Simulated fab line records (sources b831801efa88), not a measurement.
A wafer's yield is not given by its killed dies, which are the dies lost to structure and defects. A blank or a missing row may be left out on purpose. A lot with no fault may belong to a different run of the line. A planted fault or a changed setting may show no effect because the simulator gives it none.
Struck lot and sound lot, side by side | flow sky130 | 17 out of 708 route steps
Sound: the wafers L261.1, L261.4, L261.6. Struck: wafer L256.5; the same lot's L256.1 was not struck, so it is left out; see the end for the cause.
Per side, at each step with rows, come the tool, then ch with its chambers, and then its first start. Under that, the readings that differ: sound wafers | struck wafers | difference of the means | sigmas: that difference in standard deviations of wafers without a fault.
alike: same words and numbers on both sides, and readings whose means sit less than 2 such deviations apart. not compared: any withheld reading, any reading some wafer has no value for, any bound like >300 that may hide the same value, and any number with overlapping values for which the record gives no deviation.
The two part at a step that has a row with sigmas, a row that says differs or no value, or rows on one side only. Numbers that have no deviation but don't overlap get no sigmas and don't part them. Lack of a reading on every wafer of one side parts them only where that side has two or more wafers.

first, 2 steps without rows for these wafers: SKY_NWELL_IMPLANT_12; SKY_NWELL_IMPLANT_13.
SKY_NWELL_STRIP_14: strips in O2/N2.
  sound on plasmaAsher-04 ch 0,1, day 9 06:37; struck on plasmaAsher-01 ch 1, day 7 09:44
  alike: drypumpMotorCurrentA, oesProductAu, stripTimeToEndpointS
  not compared: rfHoursCounterH
SKY_NWELL_TW_MEAS_15:
  sound: filmMetro-04 at day 9 06:43; struck: filmMetro-04 at day 7 09:50
  alike: NWELL_TW
then, 7 steps without rows for these wafers: SKY_NWELL_DEHYDRATE_16 (time 60 s); SKY_NWELL_HMDS_17 (prime time 60 s); SKY_NWELL_COAT_18 (resist thk 3000 nm); SKY_NWELL_SOFTBAKE_19; SKY_NWELL_EXPOSE_20 (exposes mask NWM COMPLEMENT, target cd 840 nm); SKY_NWELL_PEB_21; SKY_NWELL_DEVELOP_22 (develop time 60 s).
SKY_NWELL_OVL_MEAS_23:
  sound: overlay-01 at day 10 04:44; struck: overlay-01 at day 8 05:33
  alike: NWELL_01_OVL
SKY_NWELL_IMPLANT_24:
  sound on implanter-03 ch 0, day 10 04:46; struck on implanter-02 ch 0, day 8 05:35
reading          | sound           | struck | difference | sigmas
beamOnS (s)      | 10.06 9.88 9.77 | 7.95   | -1.95      | -10
faradayCurrentUA | 51.8 52.5 53.1  | 65.2   | +12.7      | +13
  alike: beamEnergyKeV
SKY_NWELL_STRIP_25: strips in O2/N2.
  sound on plasmaAsher-02 ch 0,1, day 10 04:55; struck on plasmaAsher-04 ch 1, day 8 05:44
  alike: drypumpMotorCurrentA, oesProductAu, stripTimeToEndpointS
  not compared: rfHoursCounterH
SKY_NWELL_TW_MEAS_26:
  sound: filmMetro-03 at day 10 05:01; struck: filmMetro-01 at day 8 05:55
reading    | sound       | struck | difference | sigmas
NWELL_2_TW | 491 495 494 | 459    | -34        | -9
then, 1 step without rows for these wafers: SKY_NWELL_CLEAN_27 (cleans in SC1/SC2, time 150 s).
-- the record jumps here: 40 days lie between the struck wafers' starts before and after (it left off in module NWELL and takes up again in module PAD_OPEN, whose first step shown is number 708 of the route) --
SKY_PAD_OPEN_PROBE_99:
  sound: prober-01 at day 50 06:57; struck: prober-01 at day 48 15:13
reading                               | sound                         | struck    | difference | sigmas
model.etest.pfet_16v.rOnOhmUm         | 1.516e+04 1.496e+04 1.498e+04 | 1.729e+04 | +2.257e+03 | 
model.etest.resIsoPwell.rsOhmSq       | 2874 2796 2781                | 3455      | +638       | 
model.etest.resPwellUnderGate.rsOhmSq | 2274 2293 2280                | 2650      | +368       | 
model.etest.resIsoPwell.lineOhmUm     | 1076 1049 1042                | 1325      | +269       | 
model.etest.pfet_16v.driveUaUm        | 241.9 243.9 244.2             | 216.5     | -26.8      | 
model.etest.resIsoPwell.widthNm (nm)  | 2641 2646 2662                | 2636      | -14        | 
model.etest.resNwell.widthNm (nm)     | 838.3 837.5 837.3             | 846.6     | +8.9       | 
  alike: killed_at_M0_to_M3, killed_at_M4_up, killedAtContacts, killedAtFrontEnd, killedAtOther, killedDies, killedOpen, killedShort
  not compared: model.etest.tip_n_5v.rsOhmSq

== WHERE THEY PART ==
Earliest at SKY_NWELL_IMPLANT_24; latest, in this record, at SKY_NWELL_TW_MEAS_26. Later steps at which nothing parts them and some readings are alike: SKY_PAD_OPEN_PROBE_99.

WHY: the cause the simulator had injected
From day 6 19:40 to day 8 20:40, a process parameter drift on implanter-02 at SKY_NWELL_IMPLANT_24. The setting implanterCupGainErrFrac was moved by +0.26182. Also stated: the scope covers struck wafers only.
